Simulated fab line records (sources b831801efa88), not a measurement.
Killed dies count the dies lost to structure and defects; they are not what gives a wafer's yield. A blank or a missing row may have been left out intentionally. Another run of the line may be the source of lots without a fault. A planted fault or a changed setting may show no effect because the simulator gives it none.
Matching of chambers ; flow gf180mcu ; GF_V3_CVD_02 on pecvd-01: 3 sister chambers
The step deposits SiO2 from TEOS, target thk 850 nm, time 94.851 s. 3 wafers are shown with their chamber, then 9 later ones without.

## WAFERS, EACH WITH ITS CHAMBER
wafer;chamber;heater-power-w (W)
L090.2;0;793
L090.3;1;736
L090.6;2;654

## WAFERS WITHOUT THEIR CHAMBER
wafer;heater-power-w (W)
L092.1;755
L092.2;787
L092.5;837
L093.2;826
L093.3;758
L093.6;652
L094.3;580
L094.4;812
L094.6;760

## THE CHAMBER EACH PASSED THROUGH
wafer;from the rows above;in truth
L092.1;can't be placed: 1 or 0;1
L092.2;can't be placed: 0 or 1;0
L092.5;can't be placed: 0 or 1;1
L093.2;can't be placed: 0 or 1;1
L093.3;can't be placed: 1 or 0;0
L093.6;2;2
L094.3;2;2
L094.4;can't be placed: 0 or 1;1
L094.6;can't be placed: 1 or 0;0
Placed correctly: 2 of 9. Can't be placed from these rows: 7 (the true chamber is among the candidates in 7). 0 placed wrongly.
How it was worked out, from the rows above alone: a wafer's distance from a chamber is the root of the sum, over the readings, of the square of ((its reading less the chamber's mean) divided by the reading's scatter). If the next closest chamber is less than 2 further off than the closest, the wafer can't be placed; otherwise it belongs to the closest. The mean given for a chamber averages the wafers shown for that chamber. The scatter: with one shown wafer a chamber, the root of the mean of the squares of how far each hidden wafer lies from its nearest shown one.
